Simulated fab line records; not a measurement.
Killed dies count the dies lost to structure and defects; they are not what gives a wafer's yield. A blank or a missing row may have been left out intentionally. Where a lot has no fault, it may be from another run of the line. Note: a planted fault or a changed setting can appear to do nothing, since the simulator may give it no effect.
A struck lot beside a sound one :: flow gf180mcu :: 16 steps out of a route of 602
Sound: the wafers L973.3, L973.5, L973.6. The struck wafers were L988.1, L988.3, L988.4. The cause comes at the end.
For every step that has rows: the tool of each side, followed by ch and its chambers, followed by its first start. Under that, the readings that differ: sound wafers :: struck wafers :: difference of the means :: sigmas: that difference in standard deviations of wafers without a fault.
alike: a reading whose means differ by less than 2 such deviations, as well as words and numbers matching on both sides. not compared: withheld readings; readings where some wafer has no value; bounds like >300 that might hide an equal value; numbers whose values overlap and for which the record gives no deviation.
The two part at a step that has a row with sigmas, a row that says differs or no value, or rows on one side only. Numbers that have no deviation but don't overlap get no sigmas and don't part them. A reading missing from all wafers of one side parts the sides only when that side holds two or more wafers.

GF_MIM_STRIP_20: strips in O2/N2.
  sound on plasmaAsher-04 ch 0,1, day 25 21:05; struck on plasmaAsher-02 ch 0,1, day 30 09:19
  alike: drypumpMotorCurrentA, heaterPowerW, oesProductAu, stripTimeToEndpointS
  not compared: rfHoursCounterH
then, 9 steps without rows for these wafers: GF_MIM_STRIP_21 (strips in post etch residue remover, time 1200 s); GF_MIM_CLEAN_22 (cleans in DIW); GF_M5_DEHYDRATE_00 (time 60 s); GF_M5_HMDS_01 (prime time 60 s); GF_M5_COAT_02 (resist thk 1000 nm); GF_M5_SOFTBAKE_03 (time 60 s); GF_M5_EXPOSE_04 (exposes mask Metal5, target cd 280 nm); GF_M5_PEB_05 (peb time 90 s); GF_M5_DEVELOP_06 (develop time 60 s).
GF_M5_CD_MEAS_07 targets a cd of 280 nm.
  struck on cdSem-01, day 31 03:31; sound on cdSem-01, day 26 18:13
  alike: cdNm
GF_M5_OVL_MEAS_08:
  struck on overlay-01, day 31 03:38; sound on overlay-01, day 26 18:19
  alike: M5_OVL
GF_M5_ETCH_09: etches Si3N4 in CF4/O2, target depth 52 nm, time 11.6 s.
  sound on rieDiel-04 ch 0,3, day 26 18:20; struck on rieDiel-03 ch 0,2, day 31 03:40
reading: oesProductAu (a.u.)
sound: 0.999 0.993 1.006
struck: 1.282 1.287 1.294
difference: +0.288
sigmas: +26

reading: throttleValvePct (%)
sound: 5.969 5.962 5.977
struck: 6.051 6.051 6.044
difference: +0.079
sigmas: +8

reading: model.etch.depthNm (nm)
sound: 52.52 51.66 52.04
struck: 75.6 75.38 76.07
difference: +23.6
sigmas: 

reading: model.KrF_of_M5_COAT_02.thkNm (nm)
sound: 952.1 952.3 955.2
struck: 938.6 935.5 934.5
difference: -17.0
sigmas: 
  alike: drypumpMotorCurrentA
  not compared: rfHoursCounterH
GF_M5_METAL_ETCH_10: etches the open film in Cl2/BCl3, stops on SiO2, target depth 750.8 nm, time 125.1 s.
  sound on rieMetal-04 ch 0,1, day 26 18:25; struck on rieMetal-03 ch 0,1, day 31 03:41
reading: model.KrF_of_M5_COAT_02.thkNm (nm)
sound: 661 661.6 656.9
struck: 641.7 636.9 639.3
difference: -20.5
sigmas: 
  alike: drypumpMotorCurrentA, oesProductAu, throttleValvePct
  not compared: rfHoursCounterH
GF_M5_STRIP_11: strips in O2/N2.
  sound on plasmaAsher-01 ch 0,1, day 26 18:32; struck on plasmaAsher-04 ch 0,1, day 31 03:49
reading: stripTimeToEndpointS (s)
sound: 7.13 7.17 7.10
struck: 6.95 6.92 6.93
difference: -0.20
sigmas: -3
  alike: drypumpMotorCurrentA, heaterPowerW, oesProductAu
  not compared: rfHoursCounterH
then, 1 step without rows for these wafers: GF_M5_STRIP_12 (strips in post etch residue remover, time 1200 s).

WHERE THEY PART
First at GF_M5_ETCH_09; last, within this record, at GF_M5_STRIP_11.

WHY: the cause the simulator had injected
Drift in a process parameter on rieDiel-03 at GF_M5_ETCH_09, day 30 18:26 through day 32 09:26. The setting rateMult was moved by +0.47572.
